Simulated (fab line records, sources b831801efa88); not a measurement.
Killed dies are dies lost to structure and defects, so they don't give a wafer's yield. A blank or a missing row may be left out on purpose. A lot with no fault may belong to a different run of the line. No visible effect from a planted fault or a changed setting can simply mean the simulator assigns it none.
A struck lot beside a sound one | flow sky130 | 16 out of 708 route steps
Sound: the wafers L785.1, L785.2, L785.6. Struck: wafer L795.2 (left out: L795.4, L795.5 of the same lot, which were not struck); the cause appears at the end.
At each step with rows: each side's tool, then ch and its chambers, then its first start. Under that, the readings that differ: sound wafers | struck wafers | difference of the means | sigmas: that difference in standard deviations of wafers without a fault.
alike: readings with means less than 2 such deviations apart, plus words and numbers identical on both sides. not compared: withheld readings, readings lacking a value on some wafer, bounds such as >300 that could conceal the same value, and numbers that have no deviation in the record and whose values overlap.
The two part at a step that has a row with sigmas, a row that says differs or no value, or rows on one side only. Numbers that don't overlap but have no deviation are shown without sigmas and don't part them. Lack of a reading on every wafer of one side parts them only where that side has two or more wafers.

first, 3 steps without rows for these wafers: SKY_METAL2_EXPOSE_12 (exposes mask MM2, target cd 140 nm); SKY_METAL2_PEB_13; SKY_METAL2_DEVELOP_14 (develop time 60 s).
SKY_METAL2_CD_MEAS_15: the cd target is 140 nm.
  sound: cd_sem-02 at day 37 05:59; struck: cd_sem-01 at day 41 18:09
  alike: cd_nm
SKY_METAL2_OVL_MEAS_16:
  sound: overlay-01 at day 37 06:07; struck: overlay-02 at day 41 18:15
  alike: METAL2_OVL
SKY_METAL2_DESCUM_17: chemistry O2, time 8 s.
  sound on rie_metal-03 ch 0,1, day 37 06:08; struck on rie_metal-04 ch 0, day 41 18:17
  reading                     | sound             | struck | difference | sigmas
  drypump_motor_current_A (A) | 4.9 5.4 5.4       | 6.7    | +1.5       | +3
  oes_product_au (a.u.)       | 0.987 0.993 0.989 | 1.006  | +0.016     | +2
  temp_c (C)                  | 39.94 39.99 40.05 | 40.21  | +0.22      | +2
  not compared: rf_hours_counter_h
SKY_METAL2_ETCH_18: etches BARC in N2/H2, stops on SiO2, time 45.9 s, target depth 60 nm.
  sound on rie_metal-03 ch 0,1, day 37 06:10; struck on rie_metal-04 ch 0, day 41 18:19
  reading                     | sound       | struck | difference | sigmas
  drypump_motor_current_A (A) | 5.0 5.4 5.4 | 6.7    | +1.4       | +3
  alike: oes_product_au, throttle_valve_pct
  not compared: rf_hours_counter_h
SKY_METAL2_METAL_ETCH_19: etches the open film in Cl2/BCl3, stops on SiO2, target depth 360 nm, time 78 s.
  sound on rie_metal-03 ch 0,1, day 37 06:14; struck on rie_metal-04 ch 0, day 41 18:23
  reading                     | sound                | struck | difference | sigmas
  drypump_motor_current_A (A) | 4.9 5.4 5.4          | 6.6    | +1.4       | +3
  throttle_valve_pct (%)      | 22.267 22.253 22.282 | 22.247 | -0.020     | -2
  alike: oes_product_au
  not compared: rf_hours_counter_h
SKY_METAL2_STRIP_20: strips in O2/N2.
  sound on plasma_asher-02 ch 0,1, day 37 06:20; struck on plasma_asher-02 ch 0, day 41 18:28
  alike: drypump_motor_current_A, oes_product_au, strip_time_to_endpoint_s
  not compared: rf_hours_counter_h
then, 3 steps without rows for these wafers: SKY_METAL2_STRIP_21 (strips in post etch residue remover, time 1200 s); SKY_METAL2_CLEAN_22 (cleans in IPA, time 180 s); SKY_METAL2_CLEAN_23 (cleans in O3/DIW).
SKY_VIA2_HDPCVD_00: deposits SiO2, target thk 1180 nm, time 196.7 s.
  sound on hdpcvd-02 ch 0,1,2, day 37 06:55; struck on hdpcvd-02 ch 0, day 41 19:04
  reading                                  | sound             | struck | difference | sigmas
  run_length_s (s)                         | 223.5 224.6 225.7 | 248.2  | +23.6      | +39
  model.SiO2_of_VIA2_HDPCVD_00.thk_nm (nm) | 1202 1194 1191    | 1329   | +133       |
SKY_VIA2_THK_MEAS_01:
  sound: film_metro-03 at day 37 07:03; struck: film_metro-01 at day 41 19:11
  reading              | sound          | struck | difference | sigmas
  VIA2_HDPCVD_THK (nm) | 1202 1194 1191 | 1328   | +132       | +12
SKY_VIA2_CMP_02: polishes SiO2.
  sound on cmp-02 ch 0,2,3, day 37 07:10; struck on cmp-01 ch 3, day 41 19:14
  reading             | sound          | struck | difference | sigmas
  motor_current_A (A) | 14.3 11.8 13.1 | 10.7   | -2.4       | -3
  alike: edge_zone_pressure_frac, head_pressure_psi, retaining_ring_pressure_frac
-- the record jumps here: 9 days lie between the struck wafers' starts before and after (it left off in module VIA2 and takes up again in module PAD_OPEN, whose first step shown is number 708 of the route) --
SKY_PAD_OPEN_PROBE_99:
  sound: prober-02 at day 47 09:38; struck: prober-02 at day 50 14:35
  reading                 | sound       | struck | difference | sigmas
  sort_bin_5_function (%) | 9.6 8.1 8.1 | 11.8   | +3.2       | +2
  alike: defect_limited_yield, killed_at_M0_to_M3, killed_at_M4_up, killed_at_contacts, killed_at_front_end, killed_at_other, killed_dies, killed_open, killed_short, sort_bin_3_pad_short, sort_bin_6_memory, sort_n_pass, sort_yield_pct

WHERE THEY PART
Earliest at SKY_METAL2_DESCUM_17; latest, in this record, at SKY_PAD_OPEN_PROBE_99.

WHY: the cause the simulator had injected
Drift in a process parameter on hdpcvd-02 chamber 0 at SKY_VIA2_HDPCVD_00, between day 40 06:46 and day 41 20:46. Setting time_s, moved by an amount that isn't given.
